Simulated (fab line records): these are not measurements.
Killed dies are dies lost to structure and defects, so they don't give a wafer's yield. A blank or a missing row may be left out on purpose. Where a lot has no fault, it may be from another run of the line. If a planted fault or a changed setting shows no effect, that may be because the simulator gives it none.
A single fault, viewed from 2 desks ; flow sky130 ; each desk holds nothing but its own numbers, with what lay behind them at the end

AT THE METROLOGY DESK
What the gauges read, lot by lot, whatever tool the lot ran on: means of the sampled wafers that have a number. Marked OUT: a lot whose mean sits more than 4 standard deviations from the usual mean, which makes it out of limits; the brackets give that distance.
Columns: A = cd_nm at SKY_POLY_GATE_CD_MEAS_13, usual 150.0 nm; B = POLY_CUT_OVL at SKY_POLY_CUT_OVL_MEAS_09, usual -2 nm; C = LI_CONTACT_HDPCVD_THK at SKY_LI_CONTACT_THK_MEAS_01, usual 931 nm
lot;first seen here;A;B;C
L413;day 16 14:20;150.0;7;924
L415;day 17 10:46;149.7;-1;926
L417;day 18 03:44;151.0;1;927
L419;day 18 06:44;148.8;-2;928
L418;day 18 08:35;149.8;-9;928
L421;day 19 20:23;149.7;-16;936
L423;day 20 05:20;150.7;3;930
L427;day 22 01:47;151.0;-3;758 (-21) OUT
L429;day 22 18:04;150.9;-0;740 (-23) OUT
L435;day 25 23:20;150.6;-6;926
L436;day 26 00:04;150.0;-8;934
L434;day 26 02:39;150.0;2;933
This desk reports L427, L429 out of limits; the earliest was L427 at day 33 04:09 (LI_CONTACT_HDPCVD_THK at SKY_LI_CONTACT_THK_MEAS_01). L413, L415, L417, L419, L418, L421, L423, L435, L436, L434: within limits.

AT THE TOOL OWNER'S DESK: hdpcvd-02
The tool's own readings at SKY_LI_CONTACT_HDPCVD_00 (deposits PSG, target thk 930 nm, time 155 s): means of the sampled wafers that have a number, for each lot that ran on this tool. Marked OUT: a lot whose mean sits more than 4 standard deviations from the usual mean, which makes it out of limits; the brackets give that distance.
Columns: A = pressure_mtorr at SKY_LI_CONTACT_HDPCVD_00, usual 6.002 mTorr; B = sih4_flow_sccm at SKY_LI_CONTACT_HDPCVD_00, usual 60.02 sccm
lot;first seen here;A;B
L417;day 29 14:15;6.001;60.00
L418;day 29 21:22;5.989;60.17
L421;day 31 06:51;6.009;60.20
L423;day 31 12:13;6.007;60.02
L427;day 33 04:02;6.008;48.00 (-63) OUT
L429;day 33 16:27;6.010;47.82 (-64) OUT
L436;day 36 14:56;6.009;60.14
L434;day 36 17:33;5.991;59.85
Finding of this desk: L427, L429 out of limits; the first was L427 at day 33 04:02, on sih4_flow_sccm at SKY_LI_CONTACT_HDPCVD_00. L417, L418, L421, L423, L436, L434: within limits.

ALL TOGETHER
At day 33 04:02, on L427, L429, the tool owner's desk was in a position to raise an alarm.
An alarm was possible from the metrology desk at day 33 04:09, on L427, L429.
SKY_LI_CONTACT_HDPCVD_00 was run on hdpcvd-02 by each of the lots named.

WHAT WAS PUT IN BY THE SIMULATOR
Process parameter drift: hdpcvd-02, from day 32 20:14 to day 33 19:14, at SKY_LI_CONTACT_HDPCVD_00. Setting sih4_flow_sccm, moved by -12, from 60. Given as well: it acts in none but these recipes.
Struck lots among those shown: L427, L429.
Hours from the fault's start to each desk's first reading out of limits: the tool owner's desk, 8; the metrology desk, 8.
